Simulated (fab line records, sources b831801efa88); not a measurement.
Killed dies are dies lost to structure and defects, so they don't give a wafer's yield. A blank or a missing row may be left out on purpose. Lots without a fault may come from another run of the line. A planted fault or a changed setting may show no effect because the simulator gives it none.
fab line records | flow sky130
record lots=11 wafers=33 last_day=50
route steps=708 shown VIA3@585 METAL4@599 PAD_OPEN@708
lots that met no fault: from a run of the same line without faults
start_h: hours from the record's first day to the start of the lot's first wafer shown | wait_h: hours since the lot's step before | " the same as in the row above | L1.1+2: a row that stands for several wafers | - no value, or no start given | * or withheld: withheld | < > ~ a bound
route shown NAME@n: a module of which the file shows steps, and the number in the route of the first | usual: mean/standard deviation of fault-free wafers | same: alike in all rows | chamber/n: place in a boat | sites: the reading at each site | _std_site: their standard deviation | _edge_site: outer sites' mean less inner sites' | radius_mm: how far each site lies from the wafer's centre | mask NAME#n: copy n | behind: the tool/chamber that last shaped the wafer | hold: why the lot was held/for how many hours/how that ended | device: the transistor (n, p or np) that didn't switch | end of line: the same wafers' tests at the end of the route | a step without rows: its recipe alone | killed: dies lost to structure and defects at the first sort, not the wafer's yield | map: a wafer's dies, x killed, . not, _ none there
set.NAME: the setting as run; set.NAME@STEP: as run at that earlier step | model.NAME: the simulator's own value behind a step, which no gauge read
steps of the route over a sample of lots; a table a step, a row a wafer
services: from which hour (start_h, from the record's first day; less than 0 if before it) a tool's chamber was out of use, for how many hours, and why
## steps
# step SKY_VIA3_CD_MEAS_12
# recipe target_cd_nm=200
# usual cd_nm=199.8/1.4
# columns lot.wafer tool chamber start_h wait_h cd_nm
L225.3 cd_sem-02 - 941.23 - 200.4
L225.4 " - " " 199.6
L225.6 " - " " 197.2
L226.1 cd_sem-01 - 941.29 - 199.2
L226.3 " - " " 198.5
L226.5 " - " " 199.3
L227.4 cd_sem-02 - 951.90 - 198.4
L227.5 " - " " 198.9
L227.6 " - " " 200.5
L228.1 cd_sem-02 - 952.98 - 199.5
L228.2 " - " " 199.7
L228.4 " - " " 200.5
L236.1 cd_sem-02 - 1021.68 - 199.7
L236.2 " - " " 199.1
L236.4 " - " " 199.6
L239.1 cd_sem-02 - 1040.68 - 201.7
L239.2 " - " " 201.6
L239.4 " - " " 200.9
L238.1 cd_sem-01 - 1043.34 - 197.3
L238.3 " - " " 199.9
L238.6 " - " " 198.0
L242.1 cd_sem-01 - 1061.73 - 199.4
L242.4 " - " " 199.6
L242.6 " - " " 198.8
L244.3 cd_sem-02 - 1067.62 - 199.6
L244.5 " - " " 200.5
L244.6 " - " " 199.3
L245.1 cd_sem-02 - 1068.09 - 201.3
L245.2 " - " " 200.5
L245.5 " - " " 201.1
L247.2 cd_sem-02 - 1087.75 - 197.3
L247.4 " - " " 198.0
L247.5 " - " " 197.7
# step SKY_VIA3_CMP_24
# recipe stop_on=SiO2 t_overpolish_s=20 down_force_psi=3.5 platen_rpm=60 target_thk_nm=0 pad_velocity_m_s=0.94248
# usual motor_current_A=11.1/1.4 overpolish_run_s=20.000/0.0094 t_overpolish_s=20/0 time_to_endpoint_s=95/4.6
# columns lot.wafer tool chamber start_h wait_h motor_current_A overpolish_run_s t_overpolish_s time_to_endpoint_s
L225.4 cmp-02 0 942.56 0.2 13.3 20.002 20 91
L225.3 " 1 " " 11.3 20.001 20 100
L225.6 " 1 " " 11.7 20.002 20 95
L226.3 cmp-02 2 942.86 0.3 10.8 19.985 20 99
L226.1 " 1 " " 10.8 19.986 20 100
L226.5 " 2 " " 10.0 20.013 20 100
L227.4 cmp-02 3 953.27 0.2 9.8 19.998 20 88
L227.5 " 0 " " 12.2 19.982 20 93
L227.6 " 1 " " 12.0 20.003 20 103
L228.4 cmp-01 2 954.62 0.0 9.0 19.988 20 92
L228.2 " 3 " " 10.1 20.017 20 99
L228.1 " 0 " " 10.6 20.002 20 101
L236.4 cmp-01 1 1022.98 0.0 13.6 22.116 22.124 99
L236.1 " 3 " " 10.7 19.997 20 96
L236.2 " 0 " " 10.7 19.999 20 102
L239.4 cmp-02 3 1042.03 0.1 9.5 19.986 20 84
L239.2 " 0 " " 12.6 20.001 20 90
L239.1 " 1 " " 11.7 19.982 20 98
L238.1 cmp-02 2 1044.87 0.3 10.4 20.018 20 96
L238.3 " 1 " " 11.6 19.986 20 100
L238.6 " 2 " " 10.5 20.012 20 95
L242.4 cmp-02 3 1062.99 0.1 10.3 20.002 20 86
L242.1 " 1 " " 11.3 19.996 20 96
L242.6 " 3 " " 9.9 20.010 20 90
L244.3 cmp-02 2 1069.53 0.7 10.7 19.990 20 94
L244.5 " 3 " " 10.2 20.005 20 90
L244.6 " 0 " " 12.8 20.008 20 89
L245.1 cmp-02 2 1069.68 0.4 10.4 20.001 20 91
L245.2 " 0 " " 13.0 20.013 20 91
L245.5 " 3 " " 9.9 19.994 20 91
L247.2 cmp-01 3 1088.96 0.0 10.8 19.996 20 95
L247.4 " 0 " " 10.4 20.010 20 102
L247.5 " 3 " " 10.7 20.006 20 92
# step SKY_METAL4_SPUTTER_01
# recipe material=TiN target_thk_nm=20 power_w=6500 time_s=16.7 chamber_pressure_pa=0.4
# usual throttle_valve_pct=30.2/1.1
# columns lot.wafer tool chamber start_h wait_h throttle_valve_pct
L225.3 pvd_sputter-03 - 942.88 0.0 30.2
L225.4 " - " " 30.9
L225.6 " - " " 30.7
L226.1 pvd_sputter-03 - 943.18 0.0 30.8
L226.3 " - " " 30.1
L226.5 " - " " 30.0
L227.4 pvd_sputter-04 - 953.45 0.0 29.8
L227.5 " - " " 28.8
L227.6 " - " " 31.6
L228.1 pvd_sputter-04 - 954.94 0.0 28.4
L228.2 " - " " 30.1
L228.4 " - " " 28.6
L236.1 pvd_sputter-02 - 1023.31 0.0 30.6
L236.2 " - " " 28.6
L236.4 " - " " 29.2
L239.1 pvd_sputter-02 - 1042.30 0.0 29.3
L239.2 " - " " 32.0
L239.4 " - " " 28.2
L238.1 pvd_sputter-04 - 1045.19 0.0 30.2
L238.3 " - " " 28.5
L238.6 " - " " 28.8
L242.1 pvd_sputter-04 - 1063.26 0.0 28.2
L242.4 " - " " 30.2
L242.6 " - " " 31.5
L244.3 pvd_sputter-02 - 1069.70 0.0 28.5
L244.5 " - " " 32.1
L244.6 " - " " 29.4
L245.1 pvd_sputter-04 - 1070.00 0.0 28.7
L245.2 " - " " 29.9
L245.5 " - " " 30.4
L247.2 pvd_sputter-02 - 1089.28 0.0 30.8
L247.4 " - " " 29.5
L247.5 " - " " 28.5
# step SKY_METAL4_SPUTTER_02
# recipe material=AlCu target_thk_nm=735 power_w=10600 time_s=39.1 chamber_pressure_pa=0.4
# usual throttle_valve_pct=30.2/1.1
# columns lot.wafer tool chamber start_h wait_h throttle_valve_pct
L225.3 pvd_sputter-03 - 942.91 0.0 30.2
L225.4 " - " " 30.7
L225.6 " - " " 30.7
L226.1 pvd_sputter-03 - 943.21 0.0 30.7
L226.3 " - " " 30.1
L226.5 " - " " 30.2
L227.4 pvd_sputter-04 - 953.49 0.0 30.3
L227.5 " - " " 28.3
L227.6 " - " " 31.7
L228.1 pvd_sputter-04 - 954.97 0.0 28.6
L228.2 " - " " 29.9
L228.4 " - " " 28.7
L236.1 pvd_sputter-02 - 1023.33 0.0 30.7
L236.2 " - " " 28.3
L236.4 " - " " 29.5
L239.1 pvd_sputter-02 - 1042.33 0.0 29.3
L239.2 " - " " 31.9
L239.4 " - " " 28.3
L238.1 pvd_sputter-04 - 1045.22 0.0 29.7
L238.3 " - " " 28.5
L238.6 " - " " 28.5
L242.1 pvd_sputter-04 - 1063.29 0.0 28.5
L242.4 " - " " 30.1
L242.6 " - " " 31.4
L244.3 pvd_sputter-02 - 1069.73 0.0 28.3
L244.5 " - " " 32.1
L244.6 " - " " 29.4
L245.1 pvd_sputter-04 - 1070.03 0.0 28.4
L245.2 " - " " 29.9
L245.5 " - " " 30.3
L247.2 pvd_sputter-02 - 1089.31 0.0 30.8
L247.4 " - " " 29.4
L247.5 " - " " 28.2
# step SKY_PAD_OPEN_PROBE_99
# usual defect_limited_yield=82.8/1.8 killed_at_M0_to_M3=42/5.8 killed_at_M4_up=3.0/2 killed_at_contacts=24/5.5 killed_at_front_end=15/3.9 killed_at_other=0.3/0.54 killed_dies=85/8.8 killed_open=47/6.8 killed_short=38/5.9 sort_bin_3_pad_short=0.9/0.41 sort_bin_5_function=10.1/1.4 sort_bin_6_memory=6.2/1.2 sort_n_pass=407/8.8 sort_yield_pct=82.8/1.8
# same gross_dies=492 killed_at_back_side=0 sort_bin_4_leakage[%]=0 sort_bin_8_speed[%]=0
# columns lot.wafer tool chamber start_h wait_h defect_limited_yield[%] killed_at_M0_to_M3 killed_at_M4_up killed_at_contacts killed_at_front_end killed_at_other killed_dies killed_open killed_short sort_bin_3_pad_short[%] sort_bin_5_function[%] sort_bin_6_memory[%] sort_n_pass sort_yield_pct[%]
L225.3 prober-01 - 1087.36 0.2 86.6 35 1 20 10 0 66 43 23 0.2 7.9 5.3 426 86.6
L225.4 prober-01 - 1087.41 0.2 81.1 47 8 20 18 0 93 46 47 1.4 12.4 5.1 399 81.1
L225.6 prober-01 - 1087.51 0.2 79.1 49 5 27 20 2 103 46 55 0.8 13.8 6.3 389 79.1
L226.1 prober-02 - 1088.62 0.1 82.1 46 4 15 22 1 88 54 34 0.8 9.6 7.5 404 82.1
L226.3 prober-02 - 1088.72 0.2 80.5 52 1 26 17 0 96 52 44 0.8 10.0 8.7 396 80.5
L226.5 prober-02 - 1088.82 0.2 81.7 48 1 24 17 0 90 53 37 1.2 11.0 6.1 402 81.7
L227.4 prober-01 - 1095.79 0.2 84.8 42 1 20 12 0 75 45 29 0.4 9.1 5.7 417 84.8
L227.5 prober-01 - 1095.84 0.2 80.1 34 4 36 24 0 98 57 41 1.8 10.4 7.7 394 80.1
L227.6 prober-01 - 1095.89 0.2 80.9 44 2 29 19 0 94 58 35 0.4 10.4 8.3 398 80.9
L228.1 prober-02 - 1097.34 0.1 84.3 42 2 22 11 0 77 46 31 0.8 9.3 5.5 415 84.3
L228.2 prober-02 - 1097.39 0.1 83.5 42 5 21 13 0 81 46 35 1.2 10.0 5.3 411 83.5
L228.4 prober-02 - 1097.49 0.2 84.3 37 2 21 17 0 77 48 29 0 10.4 5.3 415 84.3
L236.1 prober-01 - 1155.17 0.1 78.7 47 5 27 25 1 105 55 49 0.4 11.8 9.1 387 78.7
L236.2 prober-01 - 1155.22 0.1 83.9 43 2 20 13 1 79 40 39 0.4 10.6 5.1 413 83.9
L236.4 prober-01 - 1155.32 0.2 82.5 39 3 24 20 0 86 47 39 1.6 9.3 6.5 406 82.5
L239.1 prober-01 - 1168.84 0.1 83.3 40 2 22 18 0 82 38 43 0 12.0 4.7 410 83.3
L239.2 prober-01 - 1168.89 0.1 84.1 31 1 30 15 1 78 44 34 0.6 11.4 3.9 414 84.1
L239.4 prober-01 - 1168.99 0.2 81.5 33 6 27 25 0 91 46 44 0.8 10.0 7.7 401 81.5
L238.1 prober-02 - 1172.49 0.1 80.5 45 2 35 14 0 96 51 44 1.4 11.4 6.7 396 80.5
L238.3 prober-02 - 1172.59 0.2 86.4 26 4 23 14 0 67 38 29 0.4 8.3 4.9 425 86.4
L238.6 prober-02 - 1172.74 0.2 83.9 46 2 25 6 0 79 47 32 0.6 10.6 4.9 413 83.9
L242.1 prober-01 - 1185.07 0.1 82.5 43 5 30 8 0 86 46 40 1.0 9.1 7.3 406 82.5
L242.4 prober-01 - 1185.22 0.2 82.5 41 3 27 14 1 86 55 31 0.8 10.6 6.1 406 82.5
L242.6 prober-01 - 1185.32 0.2 84.8 37 2 15 19 2 75 28 44 0.8 10.0 4.5 417 84.8
L244.3 prober-02 - 1191.56 0.2 84.3 31 2 27 16 1 77 39 38 1.0 8.5 6.1 415 84.3
L244.5 prober-02 - 1191.66 0.2 81.9 52 1 22 14 0 89 54 34 1.0 11.0 6.1 403 81.9
L244.6 prober-02 - 1191.71 0.2 82.9 44 1 24 14 1 84 47 37 0.6 10.4 6.1 408 82.9
L245.1 prober-01 - 1192.96 0.1 81.7 52 0 28 10 0 90 49 41 0.8 11.4 6.1 402 81.7
L245.2 prober-01 - 1193.01 0.1 85.8 42 2 13 13 0 70 45 25 0.8 7.3 6.1 422 85.8
L245.5 prober-01 - 1193.16 0.2 83.9 41 1 23 14 0 79 46 33 0.8 7.9 7.3 413 83.9
L247.2 prober-02 - 1204.70 0.1 81.5 41 2 29 18 1 91 54 37 0.8 10.2 7.5 401 81.5
L247.4 prober-02 - 1204.80 0.2 83.7 44 0 21 15 0 80 42 38 1.4 9.1 5.7 412 83.7
L247.5 prober-02 - 1204.85 0.2 81.1 45 4 29 14 1 93 59 34 1.0 11.2 6.7 399 81.1
# killed by level:class
L225.3 VIA1:geometric_particle:open=15 VIA2:geometric_particle:open=5 VIA3:geometric_particle:open=5 LI_CONTACT:geometric_particle:open=4 CONTACT:geometric_particle:short=4 CONTACT:geometric_particle:open=4 SPACER:geometric_particle:open=3 LI_CONTACT:geometric_particle:short=3
L225.4 VIA1:geometric_particle:open=13 VIA3:geometric_particle:open=8 METAL4:geometric_particle:short=7 CONTACT:geometric_particle:short=6 METAL1:geometric_particle:short=6 CONTACT:geometric_particle:open=5 POLY_GATE:geometric_particle:open=4 POLY_GATE:geometric_particle:short=4
L225.6 VIA1:geometric_particle:open=14 FIELD_ISO:geometric_particle:short=8 VIA3:geometric_particle:open=7 LI_CONTACT:geometric_particle:open=7 LOCAL_INTERCONNECT:geometric_particle:short=7 VIA1:geometric_particle:short=7 FIELD_ISO:geometric_particle:open=6 METAL2:geometric_particle:short=6
L226.1 VIA1:geometric_particle:open=13 VIA3:geometric_particle:open=10 POLY_GATE:geometric_particle:open=8 VIA2:geometric_particle:open=7 CONTACT:geometric_particle:open=6 METAL2:geometric_particle:short=5 FIELD_ISO:geometric_particle:short=4 FIELD_ISO:geometric_particle:open=4
L226.3 VIA1:geometric_particle:open=12 VIA1:geometric_particle:short=12 CONTACT:geometric_particle:open=10 LI_CONTACT:geometric_particle:open=9 METAL1:geometric_particle:short=9 VIA2:geometric_particle:open=7 POLY_GATE:geometric_particle:open=6 POLY_GATE:geometric_particle:short=6
L226.5 VIA1:geometric_particle:open=12 VIA3:geometric_particle:open=8 CONTACT:geometric_particle:open=7 VIA2:geometric_particle:open=7 POLY_GATE:geometric_particle:short=6 POLY_GATE:geometric_particle:open=5 LI_CONTACT:geometric_particle:open=5 CONTACT:geometric_particle:short=5
L227.4 CONTACT:geometric_particle:open=11 VIA3:geometric_particle:open=10 VIA1:geometric_particle:open=9 VIA1:geometric_particle:short=5 CONTACT:geometric_particle:short=4 VIA2:geometric_particle:short=4 POLY_GATE:geometric_particle:open=3 POLY_GATE:geometric_particle:short=3
L227.5 CONTACT:geometric_particle:open=13 VIA1:geometric_particle:open=10 LI_CONTACT:geometric_particle:open=9 FIELD_ISO:geometric_particle:open=7 LI_CONTACT:geometric_particle:short=7 METAL2:geometric_particle:short=6 POLY_GATE:geometric_particle:open=4 METAL1:geometric_particle:short=4
L227.6 CONTACT:geometric_particle:open=12 VIA2:geometric_particle:open=12 VIA1:geometric_particle:open=7 POLY_GATE:geometric_particle:open=7 LI_CONTACT:geometric_particle:open=7 POLY_GATE:geometric_particle:short=6 VIA1:geometric_particle:short=6 CONTACT:geometric_particle:short=5
L228.1 VIA1:geometric_particle:open=10 CONTACT:geometric_particle:open=9 VIA3:geometric_particle:open=8 CONTACT:geometric_particle:short=6 VIA2:geometric_particle:open=6 LI_CONTACT:geometric_particle:open=4 METAL1:geometric_particle:short=4 METAL2:geometric_particle:short=4
L228.2 VIA1:geometric_particle:open=11 CONTACT:geometric_particle:open=9 VIA3:geometric_particle:open=7 METAL1:geometric_particle:short=5 VIA1:geometric_particle:short=5 LOCAL_INTERCONNECT:geometric_particle:short=4 LI_CONTACT:geometric_particle:open=4 METAL1:geometric_particle:open=4
L228.4 VIA1:geometric_particle:open=10 CONTACT:geometric_particle:open=9 FIELD_ISO:geometric_particle:short=6 VIA3:geometric_particle:open=6 VIA2:geometric_particle:open=6 LOCAL_INTERCONNECT:geometric_particle:short=4 VIA1:geometric_particle:short=4 FIELD_ISO:geometric_particle:open=3
L236.1 FIELD_ISO:geometric_particle:open=9 VIA2:geometric_particle:open=9 LI_CONTACT:geometric_particle:open=8 FIELD_ISO:geometric_particle:short=7 CONTACT:geometric_particle:open=7 VIA1:geometric_particle:open=7 VIA3:geometric_particle:open=7 LOCAL_INTERCONNECT:geometric_particle:short=6
L236.2 CONTACT:geometric_particle:open=11 METAL1:geometric_particle:short=10 VIA1:geometric_particle:open=10 VIA2:geometric_particle:open=6 VIA3:geometric_particle:open=5 CONTACT:geometric_particle:short=5 FIELD_ISO:geometric_particle:short=4 FIELD_ISO:geometric_particle:open=3
L236.4 VIA1:geometric_particle:open=10 CONTACT:geometric_particle:open=9 VIA3:geometric_particle:open=8 FIELD_ISO:geometric_particle:short=5 FIELD_ISO:geometric_particle:open=5 VIA2:geometric_particle:open=5 LI_CONTACT:geometric_particle:open=4 LOCAL_INTERCONNECT:geometric_particle:short=4
L239.1 VIA1:geometric_particle:open=9 VIA1:geometric_particle:short=7 LI_CONTACT:geometric_particle:short=6 VIA2:geometric_particle:open=6 POLY_GATE:geometric_particle:short=5 LOCAL_INTERCONNECT:geometric_particle:short=5 POLY_GATE:geometric_particle:open=4 LI_CONTACT:geometric_particle:open=4
L239.2 CONTACT:geometric_particle:open=9 LI_CONTACT:geometric_particle:open=7 FIELD_ISO:geometric_particle:open=5 VIA1:geometric_particle:short=5 VIA1:geometric_particle:open=5 LOCAL_INTERCONNECT:geometric_particle:short=5 POLY_GATE:geometric_particle:short=4 CONTACT:geometric_particle:short=4
L239.4 CONTACT:geometric_particle:open=11 VIA3:geometric_particle:open=11 POLY_GATE:geometric_particle:short=10 METAL1:geometric_particle:short=6 POLY_GATE:geometric_particle:open=5 METAL4:geometric_particle:short=5 LI_CONTACT:geometric_particle:open=4 LI_CONTACT:geometric_particle:short=4
L238.1 CONTACT:geometric_particle:open=14 VIA1:geometric_particle:open=9 LI_CONTACT:geometric_particle:open=8 CONTACT:geometric_particle:short=7 METAL1:geometric_particle:short=7 VIA2:geometric_particle:open=7 METAL2:geometric_particle:short=5 METAL3:geometric_particle:short=5
L238.3 VIA1:geometric_particle:open=10 CONTACT:geometric_particle:open=7 LOCAL_INTERCONNECT:geometric_particle:short=5 METAL2:geometric_particle:short=5 FIELD_ISO:geometric_particle:open=4 LI_CONTACT:geometric_particle:open=4 CONTACT:geometric_particle:short=4 LI_CONTACT:geometric_particle:short=3
L238.6 VIA1:geometric_particle:open=12 CONTACT:geometric_particle:open=8 VIA3:geometric_particle:open=7 VIA2:geometric_particle:open=6 CONTACT:geometric_particle:short=5 LI_CONTACT:geometric_particle:open=5 METAL1:geometric_particle:short=5 METAL1:geometric_particle:open=5
L242.1 VIA3:geometric_particle:open=10 LOCAL_INTERCONNECT:geometric_particle:short=9 VIA1:geometric_particle:open=9 VIA2:geometric_particle:open=7 LI_CONTACT:geometric_particle:open=6 CONTACT:geometric_particle:open=5 METAL1:geometric_particle:short=5 LI_CONTACT:geometric_particle:short=4
L242.4 CONTACT:geometric_particle:open=14 VIA1:geometric_particle:open=13 VIA2:geometric_particle:open=8 LI_CONTACT:geometric_particle:open=6 FIELD_ISO:geometric_particle:short=5 VIA1:geometric_particle:short=5 METAL2:geometric_particle:short=5 LOCAL_INTERCONNECT:geometric_particle:short=4
L242.6 CONTACT:geometric_particle:short=7 METAL1:geometric_particle:short=6 VIA1:geometric_particle:open=6 FIELD_ISO:geometric_particle:short=5 VIA3:geometric_particle:short=5 METAL3:geometric_particle:short=5 POLY_GATE:geometric_particle:open=3 VIA2:geometric_particle:open=3
L244.3 CONTACT:geometric_particle:open=10 LOCAL_INTERCONNECT:geometric_particle:short=6 CONTACT:geometric_particle:short=6 VIA1:geometric_particle:open=6 VIA3:geometric_particle:open=6 FIELD_ISO:geometric_particle:open=5 METAL1:geometric_particle:short=5 VIA1:geometric_particle:short=4
L244.5 VIA1:geometric_particle:open=15 CONTACT:geometric_particle:open=8 VIA3:geometric_particle:open=8 FIELD_ISO:geometric_particle:open=6 LI_CONTACT:geometric_particle:open=5 LOCAL_INTERCONNECT:geometric_particle:short=5 VIA1:geometric_particle:short=5 VIA3:geometric_particle:short=4
L244.6 VIA1:geometric_particle:open=10 CONTACT:geometric_particle:open=9 VIA3:geometric_particle:open=8 LI_CONTACT:geometric_particle:open=6 METAL1:geometric_particle:short=6 FIELD_ISO:geometric_particle:open=5 VIA1:geometric_particle:short=5 VIA3:geometric_particle:short=5
L245.1 VIA2:geometric_particle:open=11 VIA1:geometric_particle:open=10 LI_CONTACT:geometric_particle:open=8 VIA1:geometric_particle:short=8 CONTACT:geometric_particle:open=7 CONTACT:geometric_particle:short=6 VIA3:geometric_particle:open=6 METAL1:geometric_particle:short=5
L245.2 VIA1:geometric_particle:open=12 VIA2:geometric_particle:open=10 VIA3:geometric_particle:open=7 LI_CONTACT:geometric_particle:open=6 VIA3:geometric_particle:short=6 CONTACT:geometric_particle:open=4 POLY_GATE:geometric_particle:short=3 SPACER:geometric_particle:short=3
L245.5 LI_CONTACT:geometric_particle:open=9 CONTACT:geometric_particle:open=9 METAL1:geometric_particle:short=7 VIA1:geometric_particle:open=7 FIELD_ISO:geometric_particle:open=5 METAL2:geometric_particle:short=5 VIA3:geometric_particle:open=5 VIA2:geometric_particle:open=4
L247.2 VIA3:geometric_particle:open=12 LI_CONTACT:geometric_particle:open=10 VIA1:geometric_particle:open=8 CONTACT:geometric_particle:open=8 FIELD_ISO:geometric_particle:short=5 FIELD_ISO:geometric_particle:open=5 VIA3:geometric_particle:short=5 POLY_GATE:geometric_particle:short=4
L247.4 VIA1:geometric_particle:open=10 METAL2:geometric_particle:short=9 METAL1:geometric_particle:short=8 CONTACT:geometric_particle:open=7 POLY_GATE:geometric_particle:open=6 LI_CONTACT:geometric_particle:open=6 CONTACT:geometric_particle:short=5 VIA1:geometric_particle:short=4
L247.5 CONTACT:geometric_particle:open=14 VIA2:geometric_particle:open=10 VIA1:geometric_particle:open=9 LI_CONTACT:geometric_particle:open=6 POLY_GATE:geometric_particle:open=5 METAL1:geometric_particle:short=5 METAL2:geometric_particle:short=5 CONTACT:geometric_particle:short=5
## services
# columns tool chamber start_h hours kind
cmp-01 - 921.55 25.4 pm
cmp-02 - 954.50 1.0 repair
cmp-01 - 964.19 4.1 repair
cmp-02 - 968.29 5.8 pm
cmp-02 - 978.55 17.9 pm
pvd_sputter-03 - 995.29 4.5 repair
pvd_sputter-03 - 1034.45 5.0 repair
cmp-02 - 1047.39 1.2 repair
cmp-02 - 1084.06 4.0 pm
cmp-02 - 1088.06 - consumable_replace:conditioner
cmp-02 - 1088.06 - consumable_replace:pad
## key
first_sign step=SKY_VIA3_CMP_24 reading=t_overpolish_s direction=up sigmas=99+ usual=20 struck=22.124
effect step=SKY_VIA3_CMP_24 reading=overpolish_run_s direction=up sigmas=99+ usual=20.000 struck=22.116
met_at SKY_VIA3_CMP_24
struck_lots L236
struck_wafers L236.4
not_acting_at SKY_VIA3_CD_MEAS_12,SKY_METAL4_SPUTTER_01,SKY_METAL4_SPUTTER_02
fault kind=process_parameter_drift tool=cmp-01 chamber=1 onset_h=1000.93 steps=SKY_VIA3_CMP_24 channel=t_overpolish_s offset=2.1242 shape=step end_h=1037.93 acts_in=these_recipes_only stated=20
